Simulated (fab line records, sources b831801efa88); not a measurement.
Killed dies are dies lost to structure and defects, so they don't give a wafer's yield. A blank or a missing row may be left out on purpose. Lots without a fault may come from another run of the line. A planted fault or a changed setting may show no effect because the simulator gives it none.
One fault seen from 2 desks | flow sky130 | each desk has only its own numbers; what lay behind them comes last

THE TOOL OWNER'S DESK: implanter-03
The tool's own readings at SKY_LDD_N_IMPLANT_15: means of the sampled wafers that have a number, for each lot that ran on this tool. A lot is out of limits, marked OUT, if its mean lies more than 4 standard deviations from the usual mean; the brackets give that distance.
Columns: A = dose_ions_cm2 at SKY_LDD_N_IMPLANT_15, usual 5e+12; B = faraday_current_uA at SKY_LDD_N_IMPLANT_15, usual 28.1; C = rotation_deg at SKY_LDD_N_IMPLANT_15, usual 270.01 degrees
lot  | first seen here | A                       | B              | C
L670 | day 17 10:16    | 5e+12                   | 28.0           | 269.98
L679 | day 21 09:38    | 2e+12 (-99 or more) OUT | 13.1 (-30) OUT | 270.04
L681 | day 22 08:24    | 2e+12 (-99 or more) OUT | 13.0 (-30) OUT | 270.01
L693 | day 25 10:19    | 5e+12                   | 28.3           | 269.97
This desk's finding: out of limits on L679, L681; first on L679, day 21 09:38 (dose_ions_cm2 at SKY_LDD_N_IMPLANT_15). In limits: L670, L693.

THE METROLOGY DESK
What the gauges read, lot by lot, whatever tool the lot ran on: means of the sampled wafers that have a number. A lot is out of limits, marked OUT, if its mean lies more than 4 standard deviations from the usual mean; the brackets give that distance.
Columns: A = LDD_N_OVL at SKY_LDD_N_OVL_MEAS_07, usual 0.9 nm
lot  | first seen here | A
L670 | day 17 09:10    | 1.2
L679 | day 21 08:33    | 1.3
L681 | day 22 07:19    | 1.0
L688 | day 23 21:30    | 0.3
L691 | day 25 06:22    | 3.0
L693 | day 25 09:13    | 0.4
This desk's finding: nothing out of limits on any of the 6 lots.

PUT TOGETHER
The tool owner's desk could have raised an alarm at day 21 09:38, on L679, L681.
The metrology desk saw nothing out of limits.
The metrology desk has L679, L681 on record, within its limits.
Of the lots named, all ran SKY_LDD_N_IMPLANT_15 on implanter-03.

WHAT THE SIMULATOR HAD PUT IN
Process parameter drift: implanter-03, from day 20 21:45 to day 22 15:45, at SKY_LDD_N_IMPLANT_15. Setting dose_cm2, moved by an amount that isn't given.
Lots struck among those shown: L679, L681.
Hours from the fault's start to each desk's first reading out of limits: the tool owner's desk, 12.
